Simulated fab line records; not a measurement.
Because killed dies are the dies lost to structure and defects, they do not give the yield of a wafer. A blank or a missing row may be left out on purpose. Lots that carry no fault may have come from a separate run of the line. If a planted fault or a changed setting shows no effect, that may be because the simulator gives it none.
fab line records	flow sky130
record: lots: 13	wafers: 39	lastDay: 50
route steps=708 shown LI_CONTACT@383 CONTACT@409
lots that met no fault: from a run of the same line without faults
startH: start of the lot's first displayed wafer, in hours after the record's first day	waitH: time in hours since the lot's previous step	" the same as in the row above	L1.1+2: a single row standing in for several wafers	- no value, or no start given	* or withheld: withheld	< > ~ a bound
route shown NAME@n: a module of which the file shows steps, and the number in the route of the first	usual: mean/standard deviation taken from wafers without a fault	same: alike in all rows	chamber/n: place in a boat	sites: each site's reading	_std_site: how widely they spread, as a standard deviation	_edge_site: mean of outer sites minus mean of inner sites	radiusMm: how far each site lies from the wafer's centre	mask NAME#n: copy n	behind: the most recent tool/chamber to have shaped the wafer	hold: reason for holding the lot/hours on hold/outcome of the hold	device: names the non-switching transistor (n, p or np)	end of line: at the end of the route, the tests of the same wafers	a step given without rows: its recipe and nothing more	killed: count of dies lost to structure and defects at first sort (not the wafer's yield)	map: per-die view of a wafer (x killed, . not killed, _ where there is no die)
set.NAME: the setting that was run; set.NAME@STEP: the one run at that earlier step	model.NAME: the simulator's own value behind a step, which no gauge read
the route's steps for a sample of lots (tables are steps, rows are wafers)
services: the hour from which a tool's chamber was out of use, counted from the record's first day as startH (under 0 if before that day), plus the number of hours and why
== steps ==
step: SKY_LI_CONTACT_CVD_21
recipe: material: W	targetThkNm: 400	timeS: 120.56	tempC: 400	pressureTorr: 40
usual: heaterPowerW: 878/52
lot.wafer	tool	chamber	startH	waitH	heaterPowerW
L300.1	cvdW-02	0	681.91	0.0	900
L300.2	"	1	"	"	935
L300.5	"	0	"	"	888
L301.1	cvdW-01	1	694.29	0.0	827
L301.2	"	0	"	"	803
L301.4	"	0	"	"	814
L303.3	cvdW-02	1	703.37	0.1	918
L303.4	"	0	"	"	888
L303.6	"	0	"	"	874
L310.1	cvdW-01	1	756.33	0.0	835
L310.3	"	1	"	"	828
L310.5	"	1	"	"	811
L311.2	cvdW-02	0	773.52	0.0	903
L311.3	"	0	"	"	894
L311.6	"	1	"	"	956
L312.2	cvdW-02	0	782.03	0.0	901
L312.5	"	0	"	"	881
L312.6	"	1	"	"	920
L313.1	cvdW-01	0	787.77	0.0	820
L313.2	"	1	"	"	840
L313.5	"	0	"	"	806
L315.3	cvdW-02	1	834.32	0.1	959
L315.4	"	0	"	"	904
L315.6	"	1	"	"	941
L318.1	cvdW-01	0	838.67	0.0	815
L318.2	"	1	"	"	818
L318.3	"	0	"	"	819
L316.1	cvdW-02	1	839.03	0.0	956
L316.3	"	1	"	"	943
L316.4	"	0	"	"	916
L320.2	cvdW-01	1	840.67	0.0	808
L320.3	"	0	"	"	806
L320.5	"	1	"	"	838
L319.2	cvdW-02	0	841.78	0.0	880
L319.4	"	1	"	"	942
L319.6	"	0	"	"	901
L321.2	cvdW-02	1	844.63	0.0	947
L321.3	"	0	"	"	888
L321.5	"	1	"	"	964
step: SKY_LI_CONTACT_RS_MEAS_22
recipe: thkMeasGauge: four-point-probe	reads: W_of_LI_CONTACT_CVD_21+TiN_of_LI_CONTACT_SPUTTER_20+Ti_of_LI_CONTACT_SPUTTER_19
usual: LI_CONTACT_W_RS: 0.287/0.0033
lot.wafer	tool	chamber	startH	waitH	LI_CONTACT_W_RS[ohm/sq]
L300.1	filmMetro-03	-	682.03	0.1	0.288
L300.2	"	-	"	"	0.286
L300.5	"	-	"	"	0.288
L301.1	filmMetro-01	-	694.42	0.1	0.289
L301.2	"	-	"	"	0.290
L301.4	"	-	"	"	0.292
L303.3	filmMetro-01	-	703.49	0.1	0.285
L303.4	"	-	"	"	0.287
L303.6	"	-	"	"	0.288
L310.1	filmMetro-03	-	756.58	0.2	0.286
L310.3	"	-	"	"	0.286
L310.5	"	-	"	"	0.285
L311.2	filmMetro-03	-	773.66	0.1	0.287
L311.3	"	-	"	"	0.289
L311.6	"	-	"	"	0.283
L312.2	filmMetro-04	-	782.17	0.1	0.292
L312.5	"	-	"	"	0.291
L312.6	"	-	"	"	0.285
L313.1	filmMetro-04	-	787.89	0.1	0.289
L313.2	"	-	"	"	0.293
L313.5	"	-	"	"	0.288
L315.3	filmMetro-03	-	834.44	0.1	0.288
L315.4	"	-	"	"	0.287
L315.6	"	-	"	"	0.285
L318.1	filmMetro-01	-	838.79	0.1	0.284
L318.2	"	-	"	"	0.288
L318.3	"	-	"	"	0.285
L316.1	filmMetro-01	-	839.16	0.1	0.285
L316.3	"	-	"	"	0.283
L316.4	"	-	"	"	0.286
L320.2	filmMetro-03	-	840.81	0.1	0.286
L320.3	"	-	"	"	0.286
L320.5	"	-	"	"	0.288
L319.2	filmMetro-04	-	841.92	0.1	0.291
L319.4	"	-	"	"	0.284
L319.6	"	-	"	"	0.286
L321.2	filmMetro-01	-	844.77	0.1	0.285
L321.3	"	-	"	"	0.283
L321.5	"	-	"	"	0.282
step: SKY_CONTACT_THK_MEAS_03
recipe: reads: SiO2_of_CONTACT_HDPCVD_02
usual: CONTACT_HDPCVD_THK: 559/8.2
lot.wafer	tool	chamber	startH	waitH	CONTACT_HDPCVD_THK[nm]
L300.1	filmMetro-02	-	711.19	0.0	556
L300.2	"	-	"	"	563
L300.5	"	-	"	"	564
L301.1	filmMetro-03	-	723.64	0.0	548
L301.2	"	-	"	"	549
L301.4	"	-	"	"	551
L303.3	filmMetro-02	-	732.03	0.1	552
L303.4	"	-	"	"	552
L303.6	"	-	"	"	564
L310.1	filmMetro-03	-	784.59	0.0	561
L310.3	"	-	"	"	554
L310.5	"	-	"	"	553
L311.2	filmMetro-03	-	801.99	0.0	541
L311.3	"	-	"	"	569
L311.6	"	-	"	"	535
L312.2	filmMetro-02	-	810.01	0.0	564
L312.5	"	-	"	"	553
L312.6	"	-	"	"	560
L313.1	filmMetro-01	-	816.10	0.0	547
L313.2	"	-	"	"	567
L313.5	"	-	"	"	563
L315.3	filmMetro-02	-	862.11	0.1	567
L315.4	"	-	"	"	555
L315.6	"	-	"	"	567
L318.1	filmMetro-01	-	866.84	0.0	567
L318.2	"	-	"	"	553
L318.3	"	-	"	"	566
L316.1	filmMetro-03	-	867.08	0.0	570
L316.3	"	-	"	"	562
L316.4	"	-	"	"	567
L320.2	filmMetro-01	-	868.49	0.0	546
L320.3	"	-	"	"	544
L320.5	"	-	"	"	548
L319.2	filmMetro-02	-	870.50	0.0	564
L319.4	"	-	"	"	564
L319.6	"	-	"	"	561
L321.2	filmMetro-02	-	872.10	0.0	551
L321.3	"	-	"	"	553
L321.5	"	-	"	"	546
step: SKY_CONTACT_CMP_04
recipe: material: SiO2	downForcePsi: 4	platenRpm: 60	padVelocityMS: 0.94248
usual: edgeZonePressureFrac: 0.999/0.005	headPressurePsi: 4.000/0.0096	motorCurrentA: 12.1/0.98	timeToEndpointS: 80/5.5
lot.wafer	tool	chamber	startH	waitH	edgeZonePressureFrac	headPressurePsi	motorCurrentA	timeToEndpointS
L300.2	cmp-02	3	711.25	0.0	1.013	4.015	13.2	79
L300.1	"	1	"	"	1.004	3.998	12.8	82
L300.5	"	0	"	"	1.003	3.989	12.9	82
L301.2	cmp-01	2	723.70	0.0	1.001	3.998	13.3	75
L301.1	"	3	"	"	0.998	3.986	11.5	64
L301.4	"	1	"	"	0.994	3.989	11.5	77
L303.3	cmp-01	0	732.07	0.0	1.001	3.991	10.1	80
L303.4	"	1	"	"	1.004	3.993	11.8	80
L303.6	"	1	"	"	0.997	3.984	11.9	80
L310.1	cmp-02	2	784.91	0.3	-	-	-	-
L310.3	"	1	"	"	-	-	-	-
L310.5	"	3	"	"	-	-	-	-
L311.2	cmp-01	3	802.09	0.1	-	-	-	-
L311.3	"	1	"	"	-	-	-	-
L311.6	"	2	"	"	-	-	-	-
L312.2	cmp-02	2	810.11	0.1	1.004	3.990	10.6	81
L312.6	"	1	"	"	0.989	3.994	12.9	85
L312.5	"	2	"	"	0.999	3.994	10.4	76
L313.2	cmp-01	2	816.22	0.1	1.003	3.990	12.2	82
L313.1	"	0	"	"	0.993	3.994	10.9	79
L313.5	"	1	"	"	0.998	3.996	11.5	81
L315.4	cmp-02	3	862.15	0.0	0.997	4.005	14.4	78
L315.3	"	2	"	"	0.994	3.998	11.0	80
L315.6	"	3	"	"	1.001	4.018	13.2	81
L318.2	cmp-01	0	866.95	0.1	0.995	4.010	10.8	83
L318.3	"	1	"	"	1.000	4.001	12.3	86
L318.1	"	2	"	"	0.995	3.988	12.9	82
L316.4	cmp-02	2	867.14	0.0	0.998	4.001	11.0	80
L316.3	"	3	"	"	1.003	3.996	13.0	81
L316.1	"	1	"	"	0.998	4.008	12.3	89
L320.2	cmp-02	1	868.78	0.3	1.004	4.016	12.3	82
L320.3	"	2	"	"	1.000	3.988	10.1	70
L320.5	"	2	"	"	0.991	3.994	10.6	76
L319.2	cmp-01	0	870.65	0.1	1.000	3.988	10.7	86
L319.4	"	1	"	"	1.004	3.994	12.1	84
L319.6	"	2	"	"	0.992	4.003	13.0	82
L321.3	cmp-01	1	872.20	0.1	0.998	3.998	11.9	83
L321.2	"	3	"	"	0.997	4.000	11.9	72
L321.5	"	1	"	"	1.003	4.007	12.4	78
step: SKY_CONTACT_BOW_MEAS_05
recipe: mode: bow
usual: CONTACT_BOW: 82/6.6
lot.wafer	tool	chamber	startH	waitH	hold	CONTACT_BOW[um]
L300.1	filmMetro-02	-	711.55	0.1	-	89
L300.2	"	-	"	"	-	80
L300.5	"	-	"	"	-	79
L301.1	filmMetro-03	-	724.02	0.2	-	85
L301.2	"	-	"	"	-	72
L301.4	"	-	"	"	-	86
L303.3	filmMetro-03	-	732.43	0.3	-	87
L303.4	"	-	"	"	-	84
L303.6	"	-	"	"	-	88
L310.1	filmMetro-03	-	785.21	0.2	awaitDispo/0.2h/release	106
L310.3	"	-	"	"	awaitDispo/0.2h/release	93
L310.5	"	-	"	"	awaitDispo/0.2h/release	105
L310.1	filmMetro-03	-	785.49	0.3	-	-
L310.3	"	-	"	"	-	-
L310.5	"	-	"	"	-	-
L311.2	filmMetro-02	-	802.36	0.2	awaitDispo/0.2h/release	88
L311.3	"	-	"	"	awaitDispo/0.2h/release	86
L311.6	"	-	"	"	awaitDispo/0.2h/release	97
L311.2	filmMetro-02	-	802.64	0.3	-	-
L311.3	"	-	"	"	-	-
L311.6	"	-	"	"	-	-
L312.2	filmMetro-03	-	810.38	0.2	-	81
L312.5	"	-	"	"	-	82
L312.6	"	-	"	"	-	89
L313.1	filmMetro-03	-	816.47	0.1	-	99
L313.2	"	-	"	"	-	88
L313.5	"	-	"	"	-	76
L315.3	filmMetro-03	-	862.49	0.1	-	81
L315.4	"	-	"	"	-	79
L315.6	"	-	"	"	-	74
L318.1	filmMetro-01	-	867.20	0.1	-	80
L318.2	"	-	"	"	-	87
L318.3	"	-	"	"	-	87
L316.1	filmMetro-03	-	867.44	0.1	-	72
L316.3	"	-	"	"	-	80
L316.4	"	-	"	"	-	81
L320.2	filmMetro-03	-	869.14	0.3	-	81
L320.3	"	-	"	"	-	86
L320.5	"	-	"	"	-	84
L319.2	filmMetro-03	-	870.87	0.2	-	71
L319.4	"	-	"	"	-	85
L319.6	"	-	"	"	-	78
L321.2	filmMetro-03	-	872.47	0.1	-	80
L321.3	"	-	"	"	-	86
L321.5	"	-	"	"	-	78
== services ==
tool	chamber	startH	hours	kind
cmp-01	-	659.20	1.2	repair
cmp-01	-	698.70	3.7	pm
cmp-02	-	714.38	2.2	repair
cmp-02	-	743.08	1.0	repair
cmp-01	-	744.00	4.0	pm
cmp-01	-	748.00	-	consumableReplace:conditioner
cmp-01	-	748.00	-	consumableReplace:pad
cvdW-01	0	748.51	8.9	repair
cmp-01	-	784.00	1.0	repair
cmp-02	-	784.37	0.5	repair
cmp-02	-	791.76	2.2	repair
cmp-02	-	812.98	4.3	repair
cmp-01	-	817.42	1.1	repair
cvdW-01	-	822.03	6.9	pm
cvdW-02	0	824.57	8.5	repair
cmp-01	-	862.20	1.0	repair
== key ==
firstSign: step: SKY_CONTACT_CMP_04	reading: toolRecord	direction: missing
effect: step: SKY_CONTACT_BOW_MEAS_05	reading: visit	direction: added
metAt SKY_CONTACT_CMP_04
struckLots L310,L311
scrappedBehind SKY_CONTACT_BOW_MEAS_05 L310.1,L310.3,L310.5,L311.2,L311.3,L311.6
notActingAt SKY_LI_CONTACT_CVD_21,SKY_LI_CONTACT_RS_MEAS_22,SKY_CONTACT_THK_MEAS_03
onsetBetween 732.07 784.91
fault: kind: skippedStepWhole	tool: cmp-01,cmp-02	chamber: -	onsetH: 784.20	steps: SKY_CONTACT_CMP_04	scope: struckLotsOnly
